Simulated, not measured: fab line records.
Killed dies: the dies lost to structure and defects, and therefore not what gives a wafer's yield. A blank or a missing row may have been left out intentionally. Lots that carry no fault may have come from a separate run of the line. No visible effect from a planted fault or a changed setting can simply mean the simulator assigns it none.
A sampling plan put to the test + flow sfq_line + each of the 26 faults these records tell of, on one fab line, judged from the records of the lots it struck
Plan = the line's own looks (route steps where a gauge or an inspection reads the wafer without altering it). Where struck wafers have a number at a look and the file lists that look's usual mean and standard deviation on fault-free wafers, the look can be judged. Caught: the struck wafers' mean, at a look after the fault's first step, is 4 or more of those standard deviations (sigma) away from the usual mean. On the tool: here the same test is run on the tool's own readings at the fault's steps. If the struck wafers alone have a blank record, or they carry another recipe, that too counts as caught.

== THE FAULTS, as the simulator had put them in ==
1. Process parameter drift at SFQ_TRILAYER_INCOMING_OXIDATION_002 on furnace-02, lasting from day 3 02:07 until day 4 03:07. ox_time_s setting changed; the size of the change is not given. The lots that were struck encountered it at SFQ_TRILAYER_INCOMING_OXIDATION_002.
2. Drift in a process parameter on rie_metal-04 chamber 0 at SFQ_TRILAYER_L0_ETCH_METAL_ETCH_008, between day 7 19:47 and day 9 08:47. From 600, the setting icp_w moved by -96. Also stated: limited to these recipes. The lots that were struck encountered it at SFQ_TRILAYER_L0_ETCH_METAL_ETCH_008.
3. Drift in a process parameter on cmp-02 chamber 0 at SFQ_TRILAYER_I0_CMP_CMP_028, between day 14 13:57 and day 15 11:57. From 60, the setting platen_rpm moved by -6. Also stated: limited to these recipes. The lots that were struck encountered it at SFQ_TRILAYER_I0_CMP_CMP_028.
4. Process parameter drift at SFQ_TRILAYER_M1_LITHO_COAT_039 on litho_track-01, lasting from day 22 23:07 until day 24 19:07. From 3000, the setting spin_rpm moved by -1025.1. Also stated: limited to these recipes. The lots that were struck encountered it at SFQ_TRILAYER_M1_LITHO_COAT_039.
5. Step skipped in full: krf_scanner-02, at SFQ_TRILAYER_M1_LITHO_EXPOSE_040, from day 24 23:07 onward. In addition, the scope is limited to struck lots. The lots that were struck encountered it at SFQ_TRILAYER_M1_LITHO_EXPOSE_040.
6. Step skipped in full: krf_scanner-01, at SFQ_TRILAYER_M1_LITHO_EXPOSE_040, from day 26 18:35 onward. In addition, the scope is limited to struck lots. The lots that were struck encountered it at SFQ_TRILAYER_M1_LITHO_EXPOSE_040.
7. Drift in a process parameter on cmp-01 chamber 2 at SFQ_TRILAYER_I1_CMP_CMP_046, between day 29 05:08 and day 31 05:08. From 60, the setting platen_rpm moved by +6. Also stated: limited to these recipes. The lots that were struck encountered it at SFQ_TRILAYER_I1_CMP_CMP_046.
8. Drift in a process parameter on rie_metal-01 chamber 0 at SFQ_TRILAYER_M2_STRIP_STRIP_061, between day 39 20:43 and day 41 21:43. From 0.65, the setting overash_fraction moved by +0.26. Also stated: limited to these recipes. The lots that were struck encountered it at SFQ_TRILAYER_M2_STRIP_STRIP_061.
9. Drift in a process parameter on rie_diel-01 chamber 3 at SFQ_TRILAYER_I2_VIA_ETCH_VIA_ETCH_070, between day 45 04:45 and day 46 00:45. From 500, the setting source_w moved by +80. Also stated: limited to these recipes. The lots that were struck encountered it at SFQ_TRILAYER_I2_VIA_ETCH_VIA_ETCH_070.
10. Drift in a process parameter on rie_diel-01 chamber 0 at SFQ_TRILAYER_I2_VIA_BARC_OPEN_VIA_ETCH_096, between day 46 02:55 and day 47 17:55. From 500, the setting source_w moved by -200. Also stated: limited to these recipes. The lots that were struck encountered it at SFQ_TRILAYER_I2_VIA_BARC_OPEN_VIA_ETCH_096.
11. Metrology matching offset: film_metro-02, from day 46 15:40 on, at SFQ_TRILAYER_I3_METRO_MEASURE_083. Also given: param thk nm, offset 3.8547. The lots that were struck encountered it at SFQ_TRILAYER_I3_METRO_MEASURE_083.
12. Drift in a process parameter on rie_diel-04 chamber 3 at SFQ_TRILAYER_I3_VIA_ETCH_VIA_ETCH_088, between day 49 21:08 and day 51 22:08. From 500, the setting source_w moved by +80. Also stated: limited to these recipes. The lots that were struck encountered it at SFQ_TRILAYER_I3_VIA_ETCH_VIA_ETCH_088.
13. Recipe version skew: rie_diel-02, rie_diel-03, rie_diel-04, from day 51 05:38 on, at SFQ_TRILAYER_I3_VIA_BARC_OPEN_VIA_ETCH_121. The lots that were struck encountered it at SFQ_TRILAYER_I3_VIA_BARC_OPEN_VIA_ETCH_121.
14. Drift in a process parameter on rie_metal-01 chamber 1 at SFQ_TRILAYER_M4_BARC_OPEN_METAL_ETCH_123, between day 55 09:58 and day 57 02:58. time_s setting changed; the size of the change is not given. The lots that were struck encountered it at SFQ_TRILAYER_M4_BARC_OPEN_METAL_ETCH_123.
15. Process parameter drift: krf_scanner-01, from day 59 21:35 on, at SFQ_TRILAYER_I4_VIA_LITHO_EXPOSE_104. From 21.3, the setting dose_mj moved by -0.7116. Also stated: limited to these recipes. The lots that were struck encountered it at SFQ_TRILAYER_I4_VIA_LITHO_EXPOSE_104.
16. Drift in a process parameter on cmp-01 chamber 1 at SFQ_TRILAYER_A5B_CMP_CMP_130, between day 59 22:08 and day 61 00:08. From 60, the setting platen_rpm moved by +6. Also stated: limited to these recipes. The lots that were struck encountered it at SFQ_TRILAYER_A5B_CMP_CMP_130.
17. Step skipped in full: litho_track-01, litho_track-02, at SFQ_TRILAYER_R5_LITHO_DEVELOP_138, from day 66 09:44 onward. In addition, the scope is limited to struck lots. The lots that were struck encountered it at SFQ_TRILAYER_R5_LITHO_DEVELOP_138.
18. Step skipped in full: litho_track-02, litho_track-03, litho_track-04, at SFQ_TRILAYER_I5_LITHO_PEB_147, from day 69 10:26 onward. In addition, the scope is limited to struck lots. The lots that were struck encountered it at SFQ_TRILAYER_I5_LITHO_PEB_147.
19. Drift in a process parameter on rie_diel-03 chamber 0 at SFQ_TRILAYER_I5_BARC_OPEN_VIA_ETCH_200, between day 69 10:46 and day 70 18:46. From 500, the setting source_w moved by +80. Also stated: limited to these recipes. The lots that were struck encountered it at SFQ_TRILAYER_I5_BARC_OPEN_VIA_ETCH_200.
20. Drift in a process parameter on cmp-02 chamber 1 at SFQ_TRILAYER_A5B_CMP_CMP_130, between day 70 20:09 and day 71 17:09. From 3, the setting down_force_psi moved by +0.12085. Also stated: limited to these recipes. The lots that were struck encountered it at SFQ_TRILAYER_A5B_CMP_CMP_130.
21. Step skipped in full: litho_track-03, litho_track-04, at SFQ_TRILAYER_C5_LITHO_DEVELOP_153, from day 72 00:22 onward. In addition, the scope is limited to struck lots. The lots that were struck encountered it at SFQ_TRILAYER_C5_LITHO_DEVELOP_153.
22. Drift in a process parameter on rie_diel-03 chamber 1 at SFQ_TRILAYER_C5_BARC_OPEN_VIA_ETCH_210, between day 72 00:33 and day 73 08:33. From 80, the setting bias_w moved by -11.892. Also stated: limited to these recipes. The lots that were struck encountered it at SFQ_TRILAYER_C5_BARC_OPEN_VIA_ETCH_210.
23. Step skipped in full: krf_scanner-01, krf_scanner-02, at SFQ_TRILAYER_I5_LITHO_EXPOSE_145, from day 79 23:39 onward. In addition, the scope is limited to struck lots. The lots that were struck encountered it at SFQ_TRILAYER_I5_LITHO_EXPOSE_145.
24. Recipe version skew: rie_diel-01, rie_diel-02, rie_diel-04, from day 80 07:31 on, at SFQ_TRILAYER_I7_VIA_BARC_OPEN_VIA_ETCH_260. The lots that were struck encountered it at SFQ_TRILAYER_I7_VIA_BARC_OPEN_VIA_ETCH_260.
25. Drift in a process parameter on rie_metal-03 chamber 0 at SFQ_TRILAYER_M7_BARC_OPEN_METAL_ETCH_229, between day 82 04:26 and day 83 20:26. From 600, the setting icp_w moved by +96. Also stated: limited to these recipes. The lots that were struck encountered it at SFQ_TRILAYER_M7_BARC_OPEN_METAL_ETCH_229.
26. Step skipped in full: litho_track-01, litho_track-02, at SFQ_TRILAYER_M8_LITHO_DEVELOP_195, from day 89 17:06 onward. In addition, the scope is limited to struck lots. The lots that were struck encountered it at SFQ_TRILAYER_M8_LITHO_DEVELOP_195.

== WHAT THE PLAN SAW ==
| fault | on the tool itself                               | first look that catches it                      | reading, sigma | median hours from its first step to that look | hours from the fault's start to the first struck lot there | judged looks passed uncaught |
|-------|--------------------------------------------------|-------------------------------------------------|----------------|-----------------------------------------------|------------------------------------------------------------|------------------------------|
| 1     | under 2 sigma                                    | not the one look that can be judged after it    | -              | -                                             | -                                                          | 1                            |
| 2     | rf_fwd_power_W -38 sigma                         | no look after it can be judged                  | -              | -                                             | -                                                          | 0                            |
| 3     | platen_rpm -99 or beyond sigma                   | no look after it can be judged                  | -              | -                                             | -                                                          | 0                            |
| 4     | spin_speed_rpm -99 or beyond sigma               | no look after it can be judged                  | -              | -                                             | -                                                          | 0                            |
| 5     | no reading that can be judged                    | no look after it can be judged                  | -              | -                                             | -                                                          | 0                            |
| 6     | no reading that can be judged                    | not the one look that can be judged after it    | -              | -                                             | -                                                          | 1                            |
| 7     | platen_rpm +99 or beyond sigma                   | no look after it can be judged                  | -              | -                                             | -                                                          | 0                            |
| 8     | under 2 sigma                                    | no look after it can be judged                  | -              | -                                             | -                                                          | 0                            |
| 9     | rf_fwd_power_W +46 sigma                         | not the one look that can be judged after it    | -              | -                                             | -                                                          | 1                            |
| 10    | rf_fwd_power_W -91 sigma                         | none of the 2 looks that can be judged after it | -              | -                                             | -                                                          | 2                            |
| 11    | only faintly: thk_nm +3.3 sigma                  | no look after it can be judged                  | -              | -                                             | -                                                          | 0                            |
| 12    | rf_fwd_power_W +46 sigma                         | no look after it can be judged                  | -              | -                                             | -                                                          | 0                            |
| 13    | oes_product_au +27 sigma                         | no look after it can be judged                  | -              | -                                             | -                                                          | 0                            |
| 14    | oes_product_au +15 sigma                         | no look after it can be judged                  | -              | -                                             | -                                                          | 0                            |
| 15    | exposure_dose_mJ_cm2 -37 sigma                   | no look after it can be judged                  | -              | -                                             | -                                                          | 0                            |
| 16    | platen_rpm +99 or beyond sigma                   | no look after it can be judged                  | -              | -                                             | -                                                          | 0                            |
| 17    | the tool's record is blank for the struck wafers | no look after it can be judged                  | -              | -                                             | -                                                          | 0                            |
| 18    | the tool's record is blank for the struck wafers | no look after it can be judged                  | -              | -                                             | -                                                          | 0                            |
| 19    | rf_fwd_power_W +40 sigma                         | no look after it can be judged                  | -              | -                                             | -                                                          | 0                            |
| 20    | head_pressure_psi +18 sigma                      | no look after it can be judged                  | -              | -                                             | -                                                          | 0                            |
| 21    | the tool's record is blank for the struck wafers | not the one look that can be judged after it    | -              | -                                             | -                                                          | 1                            |
| 22    | bias_w -53 sigma                                 | no look after it can be judged                  | -              | -                                             | -                                                          | 0                            |
| 23    | no reading that can be judged                    | no look after it can be judged                  | -              | -                                             | -                                                          | 0                            |
| 24    | oes_product_au +27 sigma                         | no look after it can be judged                  | -              | -                                             | -                                                          | 0                            |
| 25    | rf_fwd_power_W +36 sigma                         | no look after it can be judged                  | -              | -                                             | -                                                          | 0                            |
| 26    | the tool's record is blank for the struck wafers | not the one look that can be judged after it    | -              | -                                             | -                                                          | 1                            |
Dash: fault not caught, or number not given in these records.

Caught at a look: 0 of 26. Caught on the tool: 20 of 26. By one or the other: 20 of 26.
Faults 2, 3, 4, 7, 9, 10, 12, 13, 14, 15, 16, 17, 18, 19, 20, 21, 22, 24, 25, 26 were caught on the tool alone.
Caught by neither: faults 1, 5, 6, 8, 11, 23.
